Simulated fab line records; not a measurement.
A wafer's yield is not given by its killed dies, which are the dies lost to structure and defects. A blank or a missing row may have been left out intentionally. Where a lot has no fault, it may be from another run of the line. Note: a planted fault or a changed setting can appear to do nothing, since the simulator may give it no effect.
The tool behind it: which one? + flow gf180mcu + 72 wafers sampled from 24 lots at 1 step of a route of 602

== WHAT THE GAUGES READ, wafer by wafer ==
GF_POLY_GATE_CD_MEAS_18. Usual: cd nm at 280.6 nm, with a standard deviation of 1.5.
| lot  | measured     | on        | cd nm (nm)        | flag |
|------|--------------|-----------|-------------------|------|
| L074 | day 9 03:04  | cd sem-01 | 280.4 279.9 280.0 |      |
| L075 | day 9 17:59  | cd sem-02 | 281.0 281.6 279.9 |      |
| L076 | day 9 23:02  | cd sem-02 | 281.4 279.5 279.1 |      |
| L077 | day 10 06:31 | cd sem-01 | 277.6 278.6 279.5 |      |
| L078 | day 10 13:46 | cd sem-01 | 280.4 281.2 281.3 |      |
| L079 | day 10 18:25 | cd sem-01 | 280.6 281.2 282.7 |      |
| L080 | day 11 00:03 | cd sem-01 | 278.8 279.5 277.8 |      |
| L081 | day 11 10:08 | cd sem-01 | 280.4 279.9 281.1 |      |
| L082 | day 11 15:27 | cd sem-02 | 280.3 279.7 280.2 |      |
| L083 | day 11 20:02 | cd sem-02 | 283.1 283.4 283.4 |      |
| L084 | day 12 05:16 | cd sem-02 | 280.4 281.5 280.4 |      |
| L085 | day 12 12:59 | cd sem-02 | 283.0 283.5 283.0 |      |
| L086 | day 12 21:29 | cd sem-01 | 278.3 279.1 279.4 |      |
| L087 | day 13 03:07 | cd sem-01 | 278.2 278.1 277.9 |      |
| L088 | day 13 10:13 | cd sem-02 | 279.8 279.4 282.4 |      |
| L089 | day 13 17:20 | cd sem-01 | 280.3 280.7 280.1 |      |
| L090 | day 14 00:20 | cd sem-01 | 282.8 280.0 280.0 |      |
| L091 | day 14 10:14 | cd sem-02 | 283.7 281.2 282.2 |      |
| L092 | day 14 20:44 | cd sem-02 | 279.0 278.7 278.3 |      |
| L093 | day 15 03:23 | cd sem-01 | 280.8 282.2 281.4 |      |
| L094 | day 15 08:11 | cd sem-01 | 281.6 282.6 281.6 |      |
| L095 | day 15 12:55 | cd sem-01 | 282.0 282.3 283.0 |      |
| L096 | day 15 18:32 | cd sem-01 | 279.3 281.2 280.3 |      |
| L097 | day 16 05:35 | cd sem-02 | 281.8 281.8 281.4 |      |

== WHICH TOOL RAN EACH LOT (tool, then ch and the chambers of the sampled wafers, then the start) ==
No process step before these readings appears in the record.

== AS READ BY THE TOOLS THEMSELVES (means over the sampled wafers that have a number; for cases with no such wafer, the mark the record gives instead) ==
The record holds no such reading with a usual standard deviation.

== THE ANSWER, worked out from the rows above alone ==
Rule: a lot counts as off when the mean over its wafers that have a number is more than 3 standard deviations away from the usual mean. Also off: a lot with no number at a reading for which 4 or more lots have one. Where the step has rows for the other lots, those lots are counted as sound. Order of review: gauges by route order, followed by the tools' own readings, for which a lot's mean as printed above is used. The first step at which some lot is off is used, and at that step the reading that is off furthest; a lot without a number counts as furthest.
Across all readings shown, no lot is off: no conclusion can be drawn from this.

== WHAT WAS PUT IN BY THE SIMULATOR ==
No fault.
